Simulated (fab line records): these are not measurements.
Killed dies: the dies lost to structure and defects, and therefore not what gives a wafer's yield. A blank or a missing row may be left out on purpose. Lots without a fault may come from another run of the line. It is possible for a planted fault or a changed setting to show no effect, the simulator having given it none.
The tool behind it: which one? / flow gf180mcu / Sampling: 13 lots, 39 wafers, 2 of 602 route steps

WHAT THE GAUGES READ, wafer by wafer
GF_M3_OVL_MEAS_15.
lot=L854; measured=day 21 03:59; on=overlay-01; M3_OVL (nm)=-8 -13 -12
lot=L855; measured=day 21 11:07; on=overlay-01; M3_OVL (nm)=0 4 -2
lot=L856; measured=day 22 06:14; on=overlay-02; M3_OVL (nm)=-1 1 4
lot=L857; measured=day 22 13:20; on=overlay-02; M3_OVL (nm)=-3 -2 3
lot=L859; measured=day 23 03:58; on=overlay-01; M3_OVL (nm)=1 -4 0
lot=L860; measured=day 23 09:13; on=overlay-02; M3_OVL (nm)=6 2 5
lot=L861; measured=day 23 22:31; on=overlay-02; M3_OVL (nm)=-4 -2 0
lot=L865; measured=day 25 10:46; on=overlay-02; M3_OVL (nm)=4 6 3
lot=L866; measured=day 25 19:13; on=overlay-02; M3_OVL (nm)=-2 -2 -4
lot=L870; measured=day 27 02:52; on=overlay-02; M3_OVL (nm)=7 11 10
lot=L874; measured=day 28 03:26; on=overlay-01; M3_OVL (nm)=-1 -8 -3
lot=L875; measured=day 28 05:45; on=overlay-01; M3_OVL (nm)=4 6 8
lot=L877; measured=day 28 22:22; on=overlay-02; M3_OVL (nm)=2 7 4

EACH LOT AND THE TOOL THAT RAN IT (in order: tool; ch and the chambers of the sampled wafers; start)
lot=L854; GF_V1_CMP_26=cmp-02 ch 0,1,3, day 18 01:25
lot=L855; GF_V1_CMP_26=cmp-02 ch 0,2,3, day 18 06:35
lot=L856; GF_V1_CMP_26=cmp-02 ch 0,2,3, day 19 03:08
lot=L857; GF_V1_CMP_26=cmp-01 ch 1,3, day 19 10:25
lot=L859; GF_V1_CMP_26=cmp-02 ch 0,1,3, day 20 01:10
lot=L860; GF_V1_CMP_26=cmp-01 ch 0,1,3, day 20 07:46
lot=L861; GF_V1_CMP_26=cmp-02 ch 2,3, day 20 22:38
lot=L865; GF_V1_CMP_26=cmp-02 ch 0,1,2, day 22 11:35
lot=L866; GF_V1_CMP_26=cmp-02 ch 1,2, day 22 23:49
lot=L870; GF_V1_CMP_26=cmp-01 ch 1,3, day 24 08:20
lot=L874; GF_V1_CMP_26=cmp-01 ch 0,1,2, day 25 10:49
lot=L875; GF_V1_CMP_26=cmp-01 ch 0,2,3, day 25 12:16
lot=L877; GF_V1_CMP_26=cmp-01 ch 0,1, day 26 06:10
- GF_V1_CMP_26: polishes, stops on SiO2, t overpolish 15 s, target thk 0 nm.

AS READ BY THE TOOLS THEMSELVES (means over the sampled wafers that have a number; for cases with no such wafer, the mark the record gives instead)
GF_V1_CMP_26.
lot=L854; tool=cmp-02; motor current A (A)=11.2; overpolish run s (s)=14.995; slurry filter dp kPa (kPa)=13.49; time to endpoint s (s)=87
lot=L855; tool=cmp-02; motor current A (A)=11.0; overpolish run s (s)=15.002; slurry filter dp kPa (kPa)=13.46; time to endpoint s (s)=83
lot=L856; tool=cmp-02; motor current A (A)=10.8; overpolish run s (s)=15.003; slurry filter dp kPa (kPa)=13.50; time to endpoint s (s)=85
lot=L857; tool=cmp-01; motor current A (A)=10.8; overpolish run s (s)=15.001; slurry filter dp kPa (kPa)=13.54; time to endpoint s (s)=88
lot=L859; tool=cmp-02; motor current A (A)=11.2; overpolish run s (s)=15.001; slurry filter dp kPa (kPa)=13.47; time to endpoint s (s)=87
lot=L860; tool=cmp-01; motor current A (A)=11.4; overpolish run s (s)=15.002; slurry filter dp kPa (kPa)=13.47; time to endpoint s (s)=90
lot=L861; tool=cmp-02; motor current A (A)=10.4; overpolish run s (s)=14.994; slurry filter dp kPa (kPa)=13.46; time to endpoint s (s)=87
lot=L865; tool=cmp-02; motor current A (A)=11.4; overpolish run s (s)=15.017; slurry filter dp kPa (kPa)=13.42; time to endpoint s (s)=81
lot=L866; tool=cmp-02; motor current A (A)=10.1; overpolish run s (s)=15.002; slurry filter dp kPa (kPa)=13.44; time to endpoint s (s)=81
lot=L870; tool=cmp-01; motor current A (A)=10.9; overpolish run s (s)=15.015; slurry filter dp kPa (kPa)=13.58; time to endpoint s (s)=87
lot=L874; tool=cmp-01; motor current A (A)=10.1; overpolish run s (s)=15.004; slurry filter dp kPa (kPa)=13.60; time to endpoint s (s)=87
lot=L875; tool=cmp-01; motor current A (A)=10.7; overpolish run s (s)=15.010; slurry filter dp kPa (kPa)=13.48; time to endpoint s (s)=85
lot=L877; tool=cmp-01; motor current A (A)=10.5; overpolish run s (s)=15.006; slurry filter dp kPa (kPa)=13.51; time to endpoint s (s)=81

THE ANSWER, worked out from the rows above alone
Rule: the lots themselves supply what counts as usual. Put in order of their means at a reading, lots are off if they are a third of the lots or fewer, leave a main group of 4 or more, and stand apart from it by a gap of 3 or more times the standard deviation of the main group's means; of several such gaps the widest counts. A main group whose means are all the same, to the digits that the tables above print for the reading, isn't used. A lot without any number at a reading at which 4 lots or more have one is off too. All remaining lots with rows at the step are treated as sound. The gauges are gone through in route order, then the tools' own readings, and for those a lot's mean is taken as printed above. At the first step where some lot is off, the reading lying furthest off is the one used; lots without a number count as furthest.
Across all readings shown, no lot is off: no conclusion can be drawn from this.

WHAT HAD BEEN PUT IN BY THE SIMULATOR
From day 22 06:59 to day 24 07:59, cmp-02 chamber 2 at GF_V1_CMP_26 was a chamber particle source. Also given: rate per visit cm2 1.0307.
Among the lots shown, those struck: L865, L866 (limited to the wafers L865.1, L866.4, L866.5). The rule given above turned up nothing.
